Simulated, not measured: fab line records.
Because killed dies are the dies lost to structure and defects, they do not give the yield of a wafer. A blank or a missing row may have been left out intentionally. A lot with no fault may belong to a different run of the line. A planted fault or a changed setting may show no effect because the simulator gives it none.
Split-lot trial | flow gf180mcu | 23 wafers read across 5 lots, on a route 602 steps long

ABOUT THE SPLIT
At GF_NWELL_COAT_02 (resist thk 3000 nm), the setting spin-rpm was moved away from the recipe's 2000 rpm on 9 of the 23 wafers read, by -4.7% to +3.4%. For the rest of the wafers, this setting stayed at what the recipe calls for.

The split's own step is where the reading is taken.

THE READING
coat_of_NWELL_COAT_02.thk-nm (the simulator's own value, which no gauge read), in nm, at GF_NWELL_COAT_02 (resist thk 3000 nm). The file gives no usual value for it. Here, 14 wafers ran the recipe; their average is 3002 nm with a standard deviation of 5.1 nm.

wafer  | tool, chamber at the split | spin-rpm as run, rpm | against the recipe | coat_of_NWELL_COAT_02.thk-nm, nm | against lot-mates on the recipe
L076.2 | litho-track-01, 0          | 2000                 | recipe             | 2998                             | -
L076.3 | litho-track-01, 0          | 2000                 | recipe             | 3002                             | -
L076.4 | litho-track-01, 0          | 2068                 | +3.4%              | 2948                             | -50
L076.5 | litho-track-01, 0          | 2000                 | recipe             | 2993                             | -
L076.6 | litho-track-01, 0          | 2068                 | +3.4%              | 2946                             | -52
L079.2 | litho-track-04, 0          | 2000                 | recipe             | 2993                             | -
L079.3 | litho-track-04, 0          | 2000                 | recipe             | 3002                             | -
L079.6 | litho-track-04, 0          | 2000                 | recipe             | 3005                             | -
L082.2 | litho-track-04, 0          | 2000                 | recipe             | 2997                             | -
L082.3 | litho-track-04, 0          | 1952                 | -2.4%              | 3043                             | +41
L082.4 | litho-track-04, 0          | 2000                 | recipe             | 3008                             | -
L082.5 | litho-track-04, 0          | 2000                 | recipe             | 3002                             | -
L082.6 | litho-track-04, 0          | 1952                 | -2.4%              | 3052                             | +50
L083.1 | litho-track-02, 0          | 2000                 | recipe             | 2999                             | -
L083.3 | litho-track-02, 0          | 2000                 | recipe             | 3008                             | -
L083.4 | litho-track-02, 0          | 1905                 | -4.7%              | 3073                             | +69
L083.5 | litho-track-02, 0          | 1905                 | -4.7%              | 3072                             | +68
L083.6 | litho-track-02, 0          | 2000                 | recipe             | 3004                             | -
L084.1 | litho-track-02, 0          | 2000                 | recipe             | 3010                             | -
L084.3 | litho-track-02, 0          | 2000                 | recipe             | 3000                             | -
L084.4 | litho-track-02, 0          | 1948                 | -2.6%              | 3039                             | +34
L084.5 | litho-track-02, 0          | 1948                 | -2.6%              | 3051                             | +46
L084.6 | litho-track-02, 0          | 1948                 | -2.6%              | 3050                             | +45

THE FIT
A straight line over all 23 wafers: coat_of_NWELL_COAT_02.thk-nm changes by -16.1 nm for each +1% of spin-rpm; r = -0.99; the points scatter about the line by 5.7 nm.
The same after taking each lot's own level away (the mean of its wafers on the recipe; 23 wafers): -15.3 nm for each +1%; r = -0.99; scatter 5.2 nm.
Per that fit: largest spin-rpm move, reading shift of 73 nm.
From 2997.7 to 3005.0 nm: that is the span of the lots' own levels, equal to 1.4 times the standard deviation above.
The two slopes agree, so the slope changes little with the lot-to-lot level.
Check: +74.5 nm against its lot-mates is what the line predicts for one of the wafers moved furthest among these (-4.7%) when that wafer is left out of the fit. It came out at +69.3 nm against them.

OTHER SPLITS APPLIED TO THESE WAFERS
Note: prior to the reading, these wafers also went through further splits. Each is held against what the fit with the lots' levels taken away leaves over:
other split on the same wafers | wafers away from the commonest value | r with coat_of_NWELL_COAT_02.thk-nm (lot level and that fit taken away)
GF_STI_CVD_03 temp-c           | 15                                   | +0.05
GF_STI_ETCH_13 time-s          | 6                                    | -0.15

THE WHOLE CHAIN: every reading that the file lists as answering this split, in the file's order
step              | what it does       | reading                                                                       | change (the file's fit)              | r (the file's)
GF_NWELL_COAT_02  | resist thk 3000 nm | coat_of_NWELL_COAT_02.thk-nm (the simulator's own value, which no gauge read) | -15.4 nm for each +1% of the setting | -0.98
GF_NWELL_STRIP_10 | strips in O2/N2    | strip-time-to-endpoint-s                                                      | withheld for each +1% of the setting | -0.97

THE FILE'S OWN FIT
coat_of_NWELL_COAT_02.thk-nm changes by -15.4 nm for each +1% of spin-rpm, r = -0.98.
